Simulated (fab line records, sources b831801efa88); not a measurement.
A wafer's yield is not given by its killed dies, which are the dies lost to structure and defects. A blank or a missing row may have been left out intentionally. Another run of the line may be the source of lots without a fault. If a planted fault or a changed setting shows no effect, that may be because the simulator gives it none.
Struck lot and sound lot, side by side / flow sky130 / 14 steps out of a route of 708
Sound: the wafers L426.3, L426.4, L426.5. Wafers L419.2, L419.3, L419.6 were the ones struck. At the end, the cause is stated.
Per side, at each step with rows, come the tool, then ch with its chambers, and then its first start. Under that, the readings that differ: sound wafers / struck wafers / difference of the means / sigmas: that difference in standard deviations of wafers without a fault.
alike: same words and numbers on both sides, and readings whose means sit less than 2 such deviations apart. not compared: any withheld reading, any reading some wafer has no value for, any bound like >300 that may hide the same value, and any number with overlapping values for which the record gives no deviation.
Wherever a step has rows on one side only, a row that says differs or no value, or a row with sigmas, the two part there. Non-overlapping numbers with no deviation appear without sigmas and do not part them. A reading that every wafer of one side lacks parts them only if that side has two wafers or more.

SKY_VIA3_OVL_MEAS_13:
  sound on overlay-02 at day 45 10:45; struck on overlay-02 at day 43 22:18
reading=VIA3_OVL (nm); sound=4 3 4; struck=-9 -9 -6; difference=-12; sigmas=-2
SKY_VIA3_ETCH_14: etches BARC in N2/H2, stops on SiO2, time 45.9 s, target depth 60 nm.
  sound on rieDiel-04 ch 0,1,2, day 45 10:46; struck on rieDiel-03 ch 0,3, day 43 22:20
  alike: chamberPressureMTorr, drypumpMotorCurrentA, oesProductAu, throttleValvePct
  not compared: rfHoursCounterH
SKY_VIA3_ETCH_15: etches SiO2 in C4F8/O2/Ar, stops on TiN, target depth 507 nm, time 78 s.
  sound on rieDiel-04 ch 0,1,2, day 45 10:49; struck on rieDiel-03 ch 0,3, day 43 22:22
  alike: chamberPressureMTorr, oesProductAu
SKY_VIA3_STRIP_16: strips in O2/N2.
  sound on plasmaAsher-04 ch 0,1, day 45 10:55; struck on plasmaAsher-01 ch 0,1, day 43 22:26
reading=drypumpMotorCurrentA (A); sound=6.0 6.0 6.0; struck=5.2 5.2 5.2; difference=-0.8; sigmas=-2
  alike: chamberPressureMTorr, o2FlowSccm, oesProductAu, stripTimeToEndpointS
  not compared: rfHoursCounterH
then, 4 steps without rows for these wafers: SKY_VIA3_STRIP_17 (strips in post etch residue remover, time 1200 s); SKY_VIA3_CLEAN_18 (cleans in IPA, time 180 s); SKY_VIA3_CLEAN_19 (cleans in O3/DIW); SKY_VIA3_SPUTTER_20 (material TiN, target thk 20 nm, time 80 s).
SKY_VIA3_CVD_21: deposits W, target thk 390 nm, time 117.31 s.
  sound on cvdW-02 ch 0,1, day 45 11:37; struck on cvdW-01 ch 0,1, day 43 23:05
  alike: heaterPowerW
  not compared: sinceWetCleanH
SKY_VIA3_RS_MEAS_22: uses a four-point probe to measure.
  sound on filmMetro-01 at day 45 11:45; struck on filmMetro-01 at day 43 23:14
  alike: VIA3_W_RS
SKY_VIA3_THK_MEAS_23: measures by xrf.
  sound on filmMetro-01 at day 45 11:51; struck on filmMetro-01 at day 43 23:20
  alike: VIA3_W_THK
then, 1 step without rows for these wafers: SKY_VIA3_CMP_24 (polishes, stops on SiO2, t overpolish 20 s, target thk 0 nm).
SKY_METAL4_SPUTTER_00: material Ti, target thk 15 nm, time 10.35 s.
  sound on pvdSputter-03 at day 45 12:11; struck on pvdSputter-01 at day 43 23:45
  no value came back on the struck wafers for cathodeDcPowerW (W), chamberPressurePa (Pa), throttleValvePct (%); on the sound wafers cathodeDcPowerW (W) reads 3000.9 2999.5 2998.7
SKY_METAL4_SPUTTER_01: material TiN, target thk 20 nm, time 16.7 s.
  sound on pvdSputter-03 at day 45 12:13; struck on pvdSputter-01 at day 43 23:46
  alike: cathodeDcPowerW, chamberPressurePa, throttleValvePct

== WHERE THEY PART ==
First at SKY_VIA3_OVL_MEAS_13; last, within this record, at SKY_METAL4_SPUTTER_00. Later steps at which nothing parts them and some readings are alike: SKY_METAL4_SPUTTER_01.

WHY: what had been put in by the simulator
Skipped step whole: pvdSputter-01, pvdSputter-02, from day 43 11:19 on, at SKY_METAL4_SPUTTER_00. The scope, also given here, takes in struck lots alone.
